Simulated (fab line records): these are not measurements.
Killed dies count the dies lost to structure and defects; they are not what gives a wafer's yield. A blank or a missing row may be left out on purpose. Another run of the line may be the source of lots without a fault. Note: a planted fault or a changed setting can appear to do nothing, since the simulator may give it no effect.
Which of the tools did it? | flow sky130 | 14 lots, 42 wafers sampled, at 5 steps of a route of 708

== WHAT THE GAUGES READ, wafer by wafer ==
SKY_SONOS_TUNNEL_OVL_MEAS_08.
lot  | measured     | on         | SONOS_TUNNEL_OVL (nm)
L947 | day 12 04:10 | overlay-01 | 0.3 0.2 1.8
L946 | day 12 07:17 | overlay-02 | 0.8 0.7 2.7
L945 | day 12 08:57 | overlay-02 | 0.7 -0.3 0.5
L948 | day 12 11:22 | overlay-02 | 0.1 -0.7 1.1
L949 | day 13 00:02 | overlay-01 | 0.6 0.4 2.1
L951 | day 13 13:54 | overlay-01 | -1.5 -2.0 -0.5
L950 | day 13 13:58 | overlay-01 | -1.2 0.1 -0.9
L955 | day 14 12:32 | overlay-01 | 2.3 3.5 2.2
L954 | day 14 12:35 | overlay-01 | -2.0 -2.7 -2.5
L960 | day 16 01:02 | overlay-01 | 0.3 0.5 1.1
L961 | day 16 19:59 | overlay-02 | 2.3 1.4 2.9
L965 | day 17 23:45 | overlay-01 | 1.4 2.2 2.7
L967 | day 18 17:05 | overlay-02 | -1.9 -0.8 -0.9
L968 | day 19 02:29 | overlay-02 | 3.1 2.2 1.2

SKY_LDD_HVN_OVL_MEAS_07.
lot  | measured     | on         | LDD_HVN_OVL (nm)
L947 | day 21 12:38 | overlay-02 | 0.1 0.4 -0.6
L946 | day 21 11:48 | overlay-02 | 0.2 0.5 1.4
L945 | day 21 11:08 | overlay-02 | 1.8 1.9 1.3
L948 | day 21 12:07 | overlay-02 | 3.4 2.6 3.6
L949 | day 23 15:58 | overlay-01 | 0.5 0.6 0.4
L951 | day 23 16:15 | overlay-01 | 1.2 1.9 1.7
L950 | day 23 17:13 | overlay-02 | -2.9 -2.5 -1.1
L955 | day 24 05:46 | overlay-01 | -79.7 -80.7 -80.1
L954 | day 24 07:34 | overlay-01 | -82.3 -83.3 -80.8
L960 | day 25 17:11 | overlay-02 | 0.6 -1.1 -0.1
L961 | day 26 08:43 | overlay-02 | -0.6 -0.6 -1.2
L965 | day 27 13:44 | overlay-02 | 1.5 -0.6 1.1
L967 | day 28 08:21 | overlay-02 | -2.1 -2.1 -2.1
L968 | day 28 13:53 | overlay-02 | 0.4 0.7 -0.7

SKY_SD_N_OVL_MEAS_08.
lot  | measured     | on         | SD_N_OVL (nm)
L947 | day 29 02:49 | overlay-01 | 1.2 0.2 0.9
L946 | day 29 00:56 | overlay-02 | -1.6 -2.1 -1.9
L945 | day 28 23:45 | overlay-01 | 0.7 1.3 0.6
L948 | day 29 01:47 | overlay-01 | 3.4 4.4 3.3
L949 | day 31 03:11 | overlay-02 | 1.4 3.0 2.6
L951 | day 31 04:37 | overlay-01 | -0.2 -0.7 -1.4
L950 | day 31 03:29 | overlay-02 | 4.4 3.7 4.6
L955 | day 31 14:39 | overlay-01 | 0.8 2.4 1.8
L954 | day 31 16:23 | overlay-02 | -0.8 0.9 0.4
L960 | day 32 20:32 | overlay-02 | -2.2 -2.3 -2.2
L961 | day 33 10:47 | overlay-02 | 0.2 2.0 -1.5
L965 | day 34 13:41 | overlay-02 | 1.2 0.5 1.5
L967 | day 35 06:20 | overlay-01 | 3.4 2.1 1.8
L968 | day 35 12:41 | overlay-02 | 2.7 1.7 1.1

SKY_LOCAL_INTERCONNECT_OVL_MEAS_12.
lot  | measured     | on         | LOCAL_INTERCONNECT_OVL (nm)
L947 | day 31 13:59 | overlay-02 | -1 2 -1
L946 | day 31 12:29 | overlay-02 | -4 7 -4
L945 | day 31 10:09 | overlay-02 | -2 -2 -3
L948 | day 31 13:38 | overlay-01 | 1 2 -3
L949 | day 33 11:56 | overlay-01 | -1 -7 -4
L951 | day 33 14:02 | overlay-02 | -5 -10 -14
L950 | day 33 13:32 | overlay-02 | -3 -7 -8
L955 | day 33 23:35 | overlay-01 | -2 -7 1
L954 | day 34 00:57 | overlay-02 | 0 4 -2
L960 | day 35 05:20 | overlay-01 | 0 -6 4
L961 | day 35 19:20 | overlay-01 | 9 9 2
L965 | day 36 21:56 | overlay-01 | 0 -6 -2
L967 | day 37 13:56 | overlay-01 | -5 -3 -4
L968 | day 37 19:14 | overlay-02 | 4 2 2

== EACH LOT AND THE TOOL THAT RAN IT (in order: tool; ch and the chambers of the sampled wafers; start) ==
lot  | SKY_LDD_HVN_EXPOSE_04
L947 | iline_stepper-01 ch 0, day 20 21:54
L946 | iline_stepper-01 ch 0, day 20 20:31
L945 | iline_stepper-01 ch 0, day 20 19:40
L948 | iline_stepper-02 ch 0, day 20 21:35
L949 | iline_stepper-01 ch 0, day 23 00:46
L951 | iline_stepper-01 ch 0, day 23 01:01
L950 | iline_stepper-01 ch 0, day 23 02:31
L955 | iline_stepper-01 ch 0, day 23 15:12
L954 | iline_stepper-01 ch 0, day 23 16:56
L960 | iline_stepper-02 ch 0, day 25 02:40
L961 | iline_stepper-02 ch 0, day 25 19:00
L965 | iline_stepper-02 ch 0, day 27 00:16
L967 | iline_stepper-02 ch 0, day 27 17:28
L968 | iline_stepper-02 ch 0, day 27 23:29
- SKY_LDD_HVN_EXPOSE_04: exposes mask HVNTM, target cd 700 nm.

== AS READ BY THE TOOLS THEMSELVES (means over the sampled wafers that have a number; for cases with no such wafer, the mark the record gives instead) ==
The record holds no such reading with a usual standard deviation.

== THE ANSWER, worked out from the rows above alone ==
Rule: the lots themselves supply what counts as usual. The widest of any qualifying gaps counts: lots, ordered by their means at a reading, are off when they make up no more than a third of the lots, leave a main group of 4 or more, and stand apart from it by 3 or more times the standard deviation of that group's means. The tables above print the reading to a certain number of digits; a main group whose means all agree to those digits is not used. Also off: a lot with no number at a reading for which 4 or more lots have one. All remaining lots with rows at the step are treated as sound. First the gauges in route order, then the tools' own readings, where a lot's mean is used as printed above. The first step at which some lot is off is used, and at that step the reading that is off furthest; a lot without a number counts as furthest.
Off: L955, L954, seen at SKY_LDD_HVN_OVL_MEAS_07 (LDD_HVN_OVL). Mean 0.3 nm and standard deviation 1.5 in the main group.
If a tool, at a process step before that reading, ran all the lots that are off and no sound lot after the first of them, it fits. Gauges at SKY_LDD_HVN_OVL_MEAS_07: tried the same way as those tools. Can't be told from this: 2 tools fit, iline_stepper-01 at SKY_LDD_HVN_EXPOSE_04, overlay-01 at SKY_LDD_HVN_OVL_MEAS_07.

== WHAT WAS PUT IN BY THE SIMULATOR ==
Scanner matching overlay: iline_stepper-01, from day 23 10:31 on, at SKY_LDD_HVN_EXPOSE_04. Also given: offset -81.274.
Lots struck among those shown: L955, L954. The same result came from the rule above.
